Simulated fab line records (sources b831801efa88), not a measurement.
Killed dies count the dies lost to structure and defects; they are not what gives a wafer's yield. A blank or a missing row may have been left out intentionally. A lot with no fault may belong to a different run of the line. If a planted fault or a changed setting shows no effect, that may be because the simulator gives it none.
Comparing a struck lot with a sound one || flow gf180mcu || 20 steps out of a route of 602
Sound: these wafers, L695.2, L695.3, L695.5. Wafers struck: L704.3, L704.5, L704.6. The cause is named last.
Per side, at each step with rows, come the tool, then ch with its chambers, and then its first start. Under that, the readings that differ: sound wafers || struck wafers || difference of the means || sigmas: that difference in standard deviations of wafers without a fault.
alike: readings with means less than 2 such deviations apart, plus words and numbers identical on both sides. not compared: withheld readings, readings lacking a value on some wafer, bounds such as >300 that could conceal the same value, and numbers that have no deviation in the record and whose values overlap.
Wherever a step has rows on one side only, a row that says differs or no value, or a row with sigmas, the two part there. Numbers that have no deviation but don't overlap get no sigmas and don't part them. Lack of a reading on every wafer of one side parts them only where that side has two or more wafers.

first, 1 step without rows for these wafers: GF_V4_CVD_00 (deposits SiO2, target thk 600 nm, time 100 s).
GF_V4_THK_MEAS_01:
  struck on filmMetro-02, day 27 12:38; sound on filmMetro-04, day 23 08:55
  alike: V4_CVD_00_THK
GF_V4_CVD_02: deposits SiO2 from TEOS, target thk 850 nm, time 94.851 s.
  sound on pecvd-02 ch 0,1,2, day 23 08:58; struck on pecvd-04 ch 1,2, day 27 12:41
  alike: heaterPowerW
GF_V4_THK_MEAS_03:
  struck on filmMetro-03, day 27 12:46; sound on filmMetro-02, day 23 09:03
  alike: V4_CVD_02_THK
GF_V4_CMP_04: polishes SiO2.
  sound on cmp-01 ch 1,2,3, day 23 09:09; struck on cmp-02 ch 1,2,3, day 27 12:57
  alike: motorCurrentA, timeToEndpointS
GF_V4_BOW_MEAS_05:
  struck on filmMetro-03, day 27 13:13; sound on filmMetro-02, day 23 09:25
  alike: V4_BOW
then, 6 steps without rows for these wafers: GF_V4_DEHYDRATE_06 (time 60 s); GF_V4_HMDS_07 (prime time 60 s); GF_V4_COAT_08; GF_V4_COAT_09 (resist thk 1000 nm); GF_V4_SOFTBAKE_10 (time 60 s); GF_V4_EXPOSE_11 (exposes mask Via4, target cd 260 nm).
GF_V4_PEB_12: peb time 90 s.
  sound on lithoTrack-02 ch 0, day 24 08:16; struck on lithoTrack-02 ch 0, day 28 08:48
  alike: chillPlateTempC
then, 1 step without rows for these wafers: GF_V4_DEVELOP_13 (develop time 60 s).
GF_V4_CD_MEAS_14: target cd 260 nm.
  struck on cdSem-01, day 28 09:07; sound on cdSem-01, day 24 08:36
{"reading": "cdNm (nm)", "sound": "262.6 262.0 261.6", "struck": "266.7 265.1 265.2", "difference": "+3.6", "sigmas": "+3"}
GF_V4_OVL_MEAS_15:
  struck on overlay-01, day 28 09:13; sound on overlay-01, day 24 08:43
  alike: V4_OVL
GF_V4_ETCH_16: etches BARC in N2/H2.
  sound on rieDiel-03 ch 2,3, day 24 08:44; struck on rieDiel-01 ch 2,3, day 28 09:16
{"reading": "model.V4.cdNm (nm)", "sound": "262.5 262 261.4", "struck": "266.3 265.2 265.2", "difference": "+3.6", "sigmas": ""}
  alike: biasW, drypumpMotorCurrentA, oesProductAu, throttleValvePct
GF_V4_ETCH_17: etches SiO2 in C4F8/O2/Ar, stops on TiN, target depth 630 nm.
  sound on rieDiel-03 ch 2,3; struck on rieDiel-01 ch 2,3
{"reading": "model.V4.cdNm (nm)", "sound": "262 261.6 261.2", "struck": "266.7 265.5 265.2", "difference": "+4.2", "sigmas": ""}
  alike: biasW, oesProductAu
GF_V4_STRIP_18: strips in O2/N2.
  sound on plasmaAsher-02 ch 0, day 24 08:52; struck on plasmaAsher-02 ch 0,1, day 28 09:28
  alike: drypumpMotorCurrentA, heaterPowerW, oesProductAu, platenTempC
  not compared: rfHoursCounterH
-- the record jumps here: 4 days lie between the struck wafers' starts before and after (it left off in module V4 and takes up again in module PASSIVATION, whose first step shown is number 602 of the route) --
GF_PASSIVATION_PROBE_99:
  record: rows for the struck wafers here (prober-01, day 32 11:09), none for the sound ones

== WHERE THEY PART ==
Earliest at GF_V4_CD_MEAS_14; latest, in this record, at GF_PASSIVATION_PROBE_99.

WHY: the cause the simulator had injected
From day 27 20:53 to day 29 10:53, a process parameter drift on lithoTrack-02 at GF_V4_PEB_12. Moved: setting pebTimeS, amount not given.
